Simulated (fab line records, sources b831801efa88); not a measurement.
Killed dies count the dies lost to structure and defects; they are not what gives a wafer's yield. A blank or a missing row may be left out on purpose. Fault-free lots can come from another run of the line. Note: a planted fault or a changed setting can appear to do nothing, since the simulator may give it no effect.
Chamber matching || flow gf180mcu || GF_V4_CMP_04 on cmp-02 has 4 sister chambers
The step polishes SiO2. 16 wafers are shown with their chamber, then 8 later ones without.

## WAFERS, EACH WITH ITS CHAMBER
{"wafer": "L424.1", "chamber": 2, "motorCurrentA (A)": 12.0, "timeToEndpointS (s)": 84}
{"wafer": "L424.3", "chamber": 3, "motorCurrentA (A)": 11.5, "timeToEndpointS (s)": 80}
{"wafer": "L424.5", "chamber": 1, "motorCurrentA (A)": 12.4, "timeToEndpointS (s)": 90}
{"wafer": "L438.1", "chamber": 2, "motorCurrentA (A)": 11.1, "timeToEndpointS (s)": 76}
{"wafer": "L438.4", "chamber": 3, "motorCurrentA (A)": 12.1, "timeToEndpointS (s)": 87}
{"wafer": "L438.5", "chamber": 2, "motorCurrentA (A)": 11.2, "timeToEndpointS (s)": 84}
{"wafer": "L440.2", "chamber": 0, "motorCurrentA (A)": 10.1, "timeToEndpointS (s)": 71}
{"wafer": "L440.3", "chamber": 2, "motorCurrentA (A)": 11.6, "timeToEndpointS (s)": 83}
{"wafer": "L440.6", "chamber": 2, "motorCurrentA (A)": 11.1, "timeToEndpointS (s)": 87}
{"wafer": "L442.1", "chamber": 1, "motorCurrentA (A)": 13.8, "timeToEndpointS (s)": 85}
{"wafer": "L442.2", "chamber": 0, "motorCurrentA (A)": 10.2, "timeToEndpointS (s)": 77}
{"wafer": "L442.3", "chamber": 3, "motorCurrentA (A)": 11.7, "timeToEndpointS (s)": 81}
{"wafer": "L443.1", "chamber": 3, "motorCurrentA (A)": 11.9, "timeToEndpointS (s)": 78}
{"wafer": "L443.3", "chamber": 0, "motorCurrentA (A)": 10.0, "timeToEndpointS (s)": 79}
{"wafer": "L443.6", "chamber": 2, "motorCurrentA (A)": 11.1, "timeToEndpointS (s)": 89}
{"wafer": "L444.2", "chamber": 1, "motorCurrentA (A)": 13.5, "timeToEndpointS (s)": 81}

SIGNATURES (means of the wafers above)
{"reading": "motorCurrentA", "chamber 0": 10.100, "chamber 1": 13.233, "chamber 2": 11.350, "chamber 3": 11.800, "scatter within a chamber": 0.408}
{"reading": "timeToEndpointS", "chamber 0": 75.67, "chamber 1": 85.33, "chamber 2": 83.83, "chamber 3": 81.50, "scatter within a chamber": 4.27}
Rule: for each reading, subtract the chamber's mean from the wafer's reading, divide by that reading's scatter and square the result; add these up over the readings and take the root, which gives the wafer's distance from the chamber. The wafer belongs to the nearest chamber; if the next one is less than 2 further off, it can't be placed. The scatter is the square root of a quotient: the sum, over the shown wafers, of each reading's squared deviation from its chamber's mean, divided by wafers minus chambers.

## WAFERS WITHOUT THEIR CHAMBER
{"wafer": "L444.4", "motorCurrentA (A)": 10.1, "timeToEndpointS (s)": 85}
{"wafer": "L444.5", "motorCurrentA (A)": 12.4, "timeToEndpointS (s)": 89}
{"wafer": "L445.2", "motorCurrentA (A)": 11.6, "timeToEndpointS (s)": 85}
{"wafer": "L445.3", "motorCurrentA (A)": 10.3, "timeToEndpointS (s)": 78}
{"wafer": "L445.4", "motorCurrentA (A)": 11.5, "timeToEndpointS (s)": 94}
{"wafer": "L447.4", "motorCurrentA (A)": 10.6, "timeToEndpointS (s)": 77}
{"wafer": "L447.5", "motorCurrentA (A)": 10.3, "timeToEndpointS (s)": 83}
{"wafer": "L447.6", "motorCurrentA (A)": 12.1, "timeToEndpointS (s)": 76}

## WHICH CHAMBER EACH WENT THROUGH
{"wafer": "L444.4", "from the rows above": "can't be placed: 0 or 2", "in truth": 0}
{"wafer": "L444.5", "from the rows above": "can't be placed: 1 or 3 or 2", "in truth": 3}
{"wafer": "L445.2", "from the rows above": "can't be placed: 2 or 3", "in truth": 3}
{"wafer": "L445.3", "from the rows above": 0, "in truth": 0}
{"wafer": "L445.4", "from the rows above": "can't be placed: 2 or 3", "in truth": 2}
{"wafer": "L447.4", "from the rows above": "can't be placed: 0 or 2 or 3", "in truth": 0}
{"wafer": "L447.5", "from the rows above": "can't be placed: 0 or 2 or 3", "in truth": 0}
{"wafer": "L447.6", "from the rows above": "can't be placed: 3 or 2", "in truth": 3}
1 of 8 placed correctly. Can't be placed from these rows: 7 (the true chamber is among the candidates in 7). Number placed wrongly: 0.
